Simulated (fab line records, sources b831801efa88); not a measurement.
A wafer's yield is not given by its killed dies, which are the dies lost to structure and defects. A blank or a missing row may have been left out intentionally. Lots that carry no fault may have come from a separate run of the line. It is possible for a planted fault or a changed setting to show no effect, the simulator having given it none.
Struck lot and sound lot, side by side -- flow sky130 -- 43 out of 708 route steps
Sound: the wafers L866.1, L866.2, L866.5. Wafers struck: L884.2, L884.3, L884.6. Last of all comes the cause.
Order at every step that has rows: each side's tool, ch and its chambers, its first start. Under that, the readings that differ: sound wafers -- struck wafers -- difference of the means -- sigmas: that difference in standard deviations of wafers without a fault.
alike: same words and numbers on both sides, and readings whose means sit less than 2 such deviations apart. not compared: any withheld reading, any reading some wafer has no value for, any bound like >300 that may hide the same value, and any number with overlapping values for which the record gives no deviation.
Wherever a step has rows on one side only, a row that says differs or no value, or a row with sigmas, the two part there. Non-overlapping numbers with no deviation appear without sigmas and do not part them. Lack of a reading on every wafer of one side parts them only where that side has two or more wafers.

first, 1 step without rows for these wafers: SKY_CONTACT_CMP_04 (polishes SiO2).
SKY_CONTACT_BOW_MEAS_05:
  struck on film metro-02, day 36 11:44; sound on film metro-01, day 30 13:34
  alike: CONTACT_BOW
then, 8 steps without rows for these wafers: SKY_CONTACT_DEHYDRATE_06 (time 60 s); SKY_CONTACT_HMDS_07 (prime time 60 s); SKY_CONTACT_COAT_08 (resist thk 60 nm); SKY_CONTACT_COAT_09 (resist thk 450 nm); SKY_CONTACT_SOFTBAKE_10 (time 90 s); SKY_CONTACT_EXPOSE_11 (exposes mask CTM1, target cd 170 nm); SKY_CONTACT_PEB_12; SKY_CONTACT_DEVELOP_13 (develop time 60 s).
SKY_CONTACT_CD_MEAS_14: the cd target is 170 nm.
  struck on cd sem-01, day 37 13:37; sound on cd sem-01, day 31 16:34
  alike: cd nm
SKY_CONTACT_OVL_MEAS_15:
  struck on overlay-01, day 37 13:43; sound on overlay-02, day 31 16:41
  alike: CONTACT_OVL
SKY_CONTACT_ETCH_16: etches BARC in N2/H2, stops on SiO2, time 45.9 s, target depth 60 nm.
  sound on rie diel-04 ch 0,1,2, day 31 16:43; struck on rie diel-01 ch 0,3, day 37 13:44
  alike: drypump motor current A, n2 flow sccm, oes product au, throttle valve pct
  not compared: rf hours counter h
then, 2 steps without rows for these wafers: SKY_CONTACT_ETCH_17 (etches SiO2 in C4F8/O2/Ar, stops on Si3N4, target depth 340 nm); SKY_CONTACT_ETCH_18 (etches Si3N4 in CHF3/O2, stops on TiN, time 39 s, target depth 75 nm).
SKY_CONTACT_STRIP_19: strips in O2/N2.
  sound on plasma asher-02 ch 0,1, day 31 16:50; struck on plasma asher-03 ch 0,1, day 37 13:53
  alike: drypump motor current A, n2 flow sccm, oes product au, strip time to endpoint s
  not compared: rf hours counter h
then, 5 steps without rows for these wafers: SKY_CONTACT_STRIP_20 (strips in post etch residue remover, time 1200 s); SKY_CONTACT_CLEAN_21 (cleans in IPA, time 180 s); SKY_CONTACT_CLEAN_22 (cleans in O3/DIW); SKY_CONTACT_SPUTTER_23 (material TiN, target thk 20 nm, time 80 s); SKY_CONTACT_CVD_24 (deposits W, target thk 340 nm, time 102.12 s).
SKY_CONTACT_RS_MEAS_25: measurement is done with a four-point probe.
  struck on film metro-02, day 37 14:40; sound on film metro-02, day 31 17:39
  alike: CONTACT_W_RS
SKY_CONTACT_THK_MEAS_26: measures by xrf.
  struck on film metro-02, day 37 14:46; sound on film metro-02, day 31 17:46
  alike: CONTACT_W_THK
SKY_CONTACT_CMP_27: polishes, stops on SiO2, t overpolish 15 s, target thk 0 nm.
  sound on cmp-02 ch 0,1,2, day 31 17:56; struck on cmp-02 ch 0,3, day 37 14:49
  alike: head pressure psi, motor current A, overpolish run s, time to endpoint s
then, 1 step without rows for these wafers: SKY_METAL1_SPUTTER_00 (material Ti, target thk 15 nm, time 10 s).
SKY_METAL1_SPUTTER_01: material TiN, target thk 20 nm, time 16.7 s.
  struck on pvd sputter-01, day 37 15:08; sound on pvd sputter-01, day 31 18:09
  alike: throttle valve pct
SKY_METAL1_SPUTTER_02: material AlCu, target thk 250 nm, time 13.3 s.
  struck on pvd sputter-01, day 37 15:10; sound on pvd sputter-01, day 31 18:11
  alike: throttle valve pct
then, 2 steps without rows for these wafers: SKY_METAL1_SPUTTER_03 (material Ti, target thk 5 nm, time 3.3 s); SKY_METAL1_SPUTTER_04 (material TiN, target thk 70 nm, time 58.3 s).
SKY_METAL1_RS_MEAS_05: measurement is done with a four-point probe.
  struck on film metro-01, day 37 15:17; sound on film metro-01, day 31 18:16
  alike: METAL1_ALCU_RS
SKY_METAL1_THK_MEAS_06: measures by xrf.
  struck on film metro-01, day 37 15:23; sound on film metro-01, day 31 18:23
  alike: METAL1_ALCU_THK
then, 8 steps without rows for these wafers: SKY_METAL1_DEHYDRATE_07 (time 60 s); SKY_METAL1_HMDS_08 (prime time 60 s); SKY_METAL1_COAT_09 (resist thk 60 nm); SKY_METAL1_COAT_10 (resist thk 450 nm); SKY_METAL1_SOFTBAKE_11 (time 87.59 s); SKY_METAL1_EXPOSE_12 (exposes mask MM1, target cd 140 nm); SKY_METAL1_PEB_13; SKY_METAL1_DEVELOP_14 (develop time 60 s).
SKY_METAL1_CD_MEAS_15: the cd target is 140 nm.
  struck on cd sem-02, day 38 17:01; sound on cd sem-02, day 32 20:59
  alike: cd nm
SKY_METAL1_OVL_MEAS_16:
  struck on overlay-01, day 38 17:07; sound on overlay-01, day 32 21:07
reading,sound,struck,difference,sigmas
METAL1_OVL (nm),-9 -2 -6,5 6 6,+11,+2
SKY_METAL1_DESCUM_17: chemistry O2, time 8 s.
  sound on rie metal-02 ch 0,1, day 32 21:08; struck on rie metal-03 ch 0, day 38 17:08
  alike: drypump motor current A, oes product au
  not compared: rf hours counter h
-- the record jumps here: 12 days lie between the struck wafers' starts before and after (it left off in module METAL1 and takes up again in module PAD_OPEN, whose first step shown is number 708 of the route) --
SKY_PAD_OPEN_PROBE_99:
  struck on prober-02, day 50 05:29; sound on prober-02, day 45 21:31
reading,sound,struck,difference,sigmas
hold,- - -,await dispo/3.4h/release await dispo/3.4h/release await dispo/3.4h/release,no value on the sound wafers,
killed at contacts,22 19 33,68 66 74,+45,+8
killed dies,108 95 93,123 136 127,+30,+3
  alike: killed_at_M0_to_M3, killed_at_M4_up, killed at front end, killed at other, killed open, killed short

## WHERE THEY PART
First at SKY_METAL1_OVL_MEAS_16; last, within this record, at SKY_PAD_OPEN_PROBE_99.

WHY: what had been put in by the simulator
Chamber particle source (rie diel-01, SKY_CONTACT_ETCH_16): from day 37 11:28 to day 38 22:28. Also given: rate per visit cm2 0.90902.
